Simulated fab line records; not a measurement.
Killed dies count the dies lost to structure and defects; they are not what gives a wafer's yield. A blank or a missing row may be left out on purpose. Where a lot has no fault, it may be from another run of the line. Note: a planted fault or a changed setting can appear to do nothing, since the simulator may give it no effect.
Which of the tools did it? ; flow gf180mcu ; 12 lots, 36 wafers sampled, at 6 steps of a route of 602

WHAT EACH GAUGE READ, for each wafer
GF_STI_CD_MEAS_12: the cd target is 220 nm. Usual: cd-nm reads 219.8 nm (standard deviation 1.4).
lot;measured;on;cd-nm (nm);flag
L242;day 2 11:20;cd-sem-01;219.7 219.9 219.5;
L243;day 2 16:58;cd-sem-02;219.9 220.0 219.8;
L244;day 2 22:31;cd-sem-02;219.7 220.0 218.9;
L245;day 3 02:44;cd-sem-01;221.6 222.1 221.4;
L247;day 3 14:35;cd-sem-02;220.7 221.6 221.6;
L248;day 3 19:08;cd-sem-01;219.4 218.5 219.1;
L252;day 4 16:08;cd-sem-01;219.9 220.1 217.9;
L257;day 5 17:13;cd-sem-02;221.7 221.5 221.8;
L259;day 6 02:56;cd-sem-01;220.0 219.4 221.0;
L260;day 6 09:41;cd-sem-02;218.7 218.6 218.2;
L262;day 6 18:50;cd-sem-01;217.8 218.1 217.3;
L263;day 7 04:11;cd-sem-02;222.7 221.9 221.7;

GF_STI_THK_MEAS_22. Usual: STI_OXIDATION_01_THK gives 15.08 nm (standard deviation 0.26).
lot;measured;on;STI_OXIDATION_01_THK (nm);flag
L242;day 2 13:12;film-metro-03;15.21 15.34 15.14;
L243;day 2 18:48;film-metro-03;14.60 14.77 14.72;
L244;day 3 00:21;film-metro-02;14.92 15.03 14.82;
L245;day 3 04:35;film-metro-03;14.94 14.99 15.00;
L247;day 3 16:26;film-metro-02;14.89 14.96 15.06;
L248;day 3 20:59;film-metro-04;15.25 15.21 15.11;
L252;day 4 18:17;film-metro-02;14.71 14.56 14.87;
L257;day 5 19:03;film-metro-02;15.48 15.41 15.54;
L259;day 6 06:17;film-metro-02;15.03 15.23 15.05;
L260;day 6 11:32;film-metro-03;15.28 15.21 15.13;
L262;day 6 20:40;film-metro-03;15.15 15.04 15.16;
L263;day 7 06:24;film-metro-03;15.53 15.56 15.55;

GF_MVSD_TW_MEAS_11. Usual: MVSD_TW gives 1582 (standard deviation 13).
lot;measured;on;MVSD_TW;flag
L242;day 4 21:07;film-metro-02;1603 1600 1601;
L243;day 5 05:02;film-metro-02;1589 1597 1592;
L244;day 5 09:49;film-metro-01;1570 1561 1567;
L245;day 5 15:16;film-metro-01;1562 1569 1572;
L247;day 6 05:13;film-metro-04;1585 1582 1580;
L248;day 6 08:37;film-metro-01;1569 1575 1580;
L252;day 7 08:28;film-metro-01;1611 1626 1619;
L257;day 8 12:59;film-metro-04;1594 1598 1601;
L259;day 9 01:52;film-metro-04;1597 1599 1598;
L260;day 9 09:04;film-metro-01;1571 1579 1573;
L262;day 9 18:08;film-metro-02;1596 1592 1587;
L263;day 10 05:58;film-metro-02;1591 1596 1595;

GF_VT_IMPLANT_RS_MEAS_46: a four-point-probe measurement. Usual: MVSD_RS gives 456.8 ohm/sq (standard deviation 1.4).
lot;measured;on;MVSD_RS (ohm/sq);flag
L242;day 8 01:41;film-metro-02;458.4 458.6 457.8;
L243;day 8 09:52;film-metro-04;456.6 455.9 455.9;
L244;day 8 17:19;film-metro-04;455.0 456.1 455.3;
L245;day 8 23:07;film-metro-01;458.0 458.5 458.5;
L247;day 9 13:14;film-metro-01;455.8 456.7 457.5;
L248;day 9 17:55;film-metro-01;455.9 455.5 455.3;
L252;day 10 21:43;film-metro-02;431.4 430.6 432.4;OFF
L257;day 12 06:35;film-metro-01;455.1 454.0 454.9;
L259;day 12 21:58;film-metro-01;458.4 459.1 456.8;
L260;day 13 05:34;film-metro-01;454.1 454.2 454.5;
L262;day 13 16:34;film-metro-02;456.0 457.0 456.6;
L263;day 14 06:20;film-metro-01;458.1 457.0 457.6;

EACH LOT AND THE TOOL THAT RAN IT (in order: tool; ch and the chambers of the sampled wafers; start)
lot;GF_STI_ETCH_14;GF_MVSD_IMPLANT_08
L242;rie-si-02 ch 0,2, day 2 11:32;implanter-02 ch 0, day 4 20:43
L243;rie-si-02 ch 0,1,2, day 2 17:08;implanter-03 ch 0, day 5 04:40
L244;rie-si-02 ch 0,2, day 2 22:41;implanter-03 ch 0, day 5 09:25
L245;rie-si-01 ch 2,3, day 3 02:56;implanter-04 ch 0, day 5 14:52
L247;rie-si-02 ch 0,2,3, day 3 14:47;implanter-03 ch 0, day 6 04:49
L248;rie-si-02 ch 0,1,3, day 3 19:20;implanter-04 ch 0, day 6 08:13
L252;rie-si-01 ch 1,2,3, day 4 16:20;implanter-04 ch 0, day 7 08:04
L257;rie-si-01 ch 1,3, day 5 17:23;implanter-02 ch 0, day 8 12:36
L259;rie-si-02 ch 1,2,3, day 6 03:08;implanter-02 ch 0, day 9 01:28
L260;rie-si-02 ch 0,3, day 6 09:53;implanter-03 ch 0, day 9 08:40
L262;rie-si-01 ch 0,2,3, day 6 18:59;implanter-03 ch 0, day 9 17:46
L263;rie-si-02 ch 0,2,3, day 7 04:23;implanter-02 ch 0, day 10 05:34
- GF_STI_ETCH_14: etches Si in HBr/Cl2/O2, target depth 360 nm, time 102.9 s.
- GF_MVSD_IMPLANT_08

AS READ BY THE TOOLS THEMSELVES (means over the sampled wafers that have a number; for cases with no such wafer, the mark the record gives instead)
GF_STI_ETCH_14. Usual: HBr_flow_sccm 150.0 sccm, standard deviation 0.41; drypump-motor-current-A 5.7 A, standard deviation 0.38; oes-product-au 1.008 a.u., standard deviation 0.012; throttle-valve-pct 25.651 %, standard deviation 0.012.
lot;tool;HBr_flow_sccm (sccm);drypump-motor-current-A (A);oes-product-au (a.u.);throttle-valve-pct (%);flag
L242;rie-si-02;149.4;5.3;1.007;25.659;
L243;rie-si-02;150.3;5.6;0.999;25.661;
L244;rie-si-02;149.7;5.2;1.016;25.644;
L245;rie-si-01;149.6;5.8;1.003;25.653;
L247;rie-si-02;149.6;5.4;1.024;25.639;
L248;rie-si-02;150.1;5.8;1.014;25.648;
L252;rie-si-01;150.2;5.6;1.009;25.653;
L257;rie-si-01;149.9;5.7;1.012;25.642;
L259;rie-si-02;149.9;5.7;1.007;25.644;
L260;rie-si-02;150.2;5.5;1.016;25.645;
L262;rie-si-01;149.9;5.9;1.014;25.641;
L263;rie-si-02;150.0;5.4;1.007;25.651;

GF_MVSD_IMPLANT_08. Usual: beam-on-s 9.99 s, standard deviation 0.19; end-station-pressure-torr 5.02e-06 Torr, standard deviation 2.4e-07; faraday-current-uA 90.3, standard deviation 1.7.
lot;tool;beam-on-s (s);end-station-pressure-torr (Torr);faraday-current-uA;flag
L242;implanter-02;9.95;4.99e-06;90.7;
L243;implanter-03;9.79;5.28e-06;92.2;
L244;implanter-03;9.82;4.94e-06;91.7;
L245;implanter-04;10.06;4.95e-06;89.9;
L247;implanter-03;10.19;4.68e-06;88.4;
L248;implanter-04;10.10;5.11e-06;89.4;
L252;implanter-04;11.26;7.60e-05;78.3;OFF
L257;implanter-02;10.08;4.98e-06;89.7;
L259;implanter-02;9.76;5.03e-06;92.4;
L260;implanter-03;9.99;5.14e-06;90.0;
L262;implanter-03;9.89;4.89e-06;91.3;
L263;implanter-02;10.14;5.14e-06;89.0;

THE ANSWER, worked out from the rows above alone
Rule: a lot counts as off when the mean over its wafers that have a number is more than 3 standard deviations away from the usual mean. A lot without any number at a reading at which 4 lots or more have one is off too. The other lots that the step has rows for count as sound. After the gauges, taken in route order, come the tools' own readings; for these a lot's mean is taken, as printed above. The first step at which some lot is off is used, and at that step the reading that is off furthest; a lot without a number counts as furthest.
Off: L252, at GF_VT_IMPLANT_RS_MEAS_46 (MVSD_RS).
A tool fits if, at a process step before that reading, it ran every lot that is off, and no sound lot after the first of them. The gauges at GF_VT_IMPLANT_RS_MEAS_46 aren't tried: what is off there is off at GF_MVSD_IMPLANT_08 too, on other tools, and a gauge's error can't cause that. One fits: implanter-04 at GF_MVSD_IMPLANT_08. Its last sound lot is L248 (day 6 08:13), its first lot that is off L252 (day 7 08:04): a fault that began between those two fits.
The tool's own readings at GF_MVSD_IMPLANT_08 bear it out: on the lots that are off they differ by more than 5 times the standard deviation of the sound lots' means. beam-on-s reads 11.26 s there against 9.98 s on the sound lots; end-station-pressure-torr reads 7.60e-05 Torr there against 5.01e-06 Torr on the sound lots; faraday-current-uA reads 78.3 there against 90.4 on the sound lots.

WHAT THE SIMULATOR HAD PUT IN
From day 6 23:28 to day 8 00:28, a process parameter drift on implanter-04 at GF_MVSD_IMPLANT_08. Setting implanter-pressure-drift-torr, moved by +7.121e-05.
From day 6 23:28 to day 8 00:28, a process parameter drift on implanter-04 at GF_MVSD_IMPLANT_08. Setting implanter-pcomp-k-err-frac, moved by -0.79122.
Shown lots that were struck: L252. This agrees with what the rule above found.
